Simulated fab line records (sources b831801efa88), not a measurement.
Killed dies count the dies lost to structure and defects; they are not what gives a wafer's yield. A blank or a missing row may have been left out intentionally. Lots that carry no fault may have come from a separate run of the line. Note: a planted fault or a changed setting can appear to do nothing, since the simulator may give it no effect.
Matching of chambers    flow sky130    rie-diel-03 running SKY_VIA3_ETCH_14: 4 sister chambers
The step etches BARC in N2/H2, stops on SiO2, time 45.9 s, target depth 60 nm. 4 wafers are shown with their chamber, then 7 later ones without.

== WAFERS PAIRED WITH THEIR CHAMBERS ==
wafer   chamber  drypump-motor-current-A (A)
L395.2  1        6.3
L395.4  3        5.8
L398.3  0        5.7
L398.4  2        5.8

== WAFERS WITHOUT THEIR CHAMBER ==
wafer   drypump-motor-current-A (A)
L398.6  6.4
L399.1  5.7
L399.3  5.7
L399.6  5.7
L397.2  5.8
L397.5  5.7
L397.6  6.3

== THE CHAMBER EACH PASSED THROUGH ==
wafer    from the rows above       in truth
L398.6   1                         1
L399.1   0                         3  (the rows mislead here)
L399.3   0                         0
L399.6   0                         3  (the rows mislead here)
L397.2   can't be placed: 2 or 3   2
L397.5   0                         0
L397.6   1                         1
Correct placement for 4 of the 7. These rows do not allow placing 1 (true chamber among the candidates in 1). Placed wrongly: 2.
How it was worked out, from the rows above alone: a wafer's distance from a chamber is the root of the sum, over the readings, of the square of ((its reading less the chamber's mean) divided by the reading's scatter). If the next closest chamber is less than 2 further off than the closest, the wafer can't be placed; otherwise it belongs to the closest. Each chamber's mean is taken over the wafers shown for it. The scatter: root of mean squared gap, hidden wafer to nearest shown wafer, with one shown wafer a chamber.
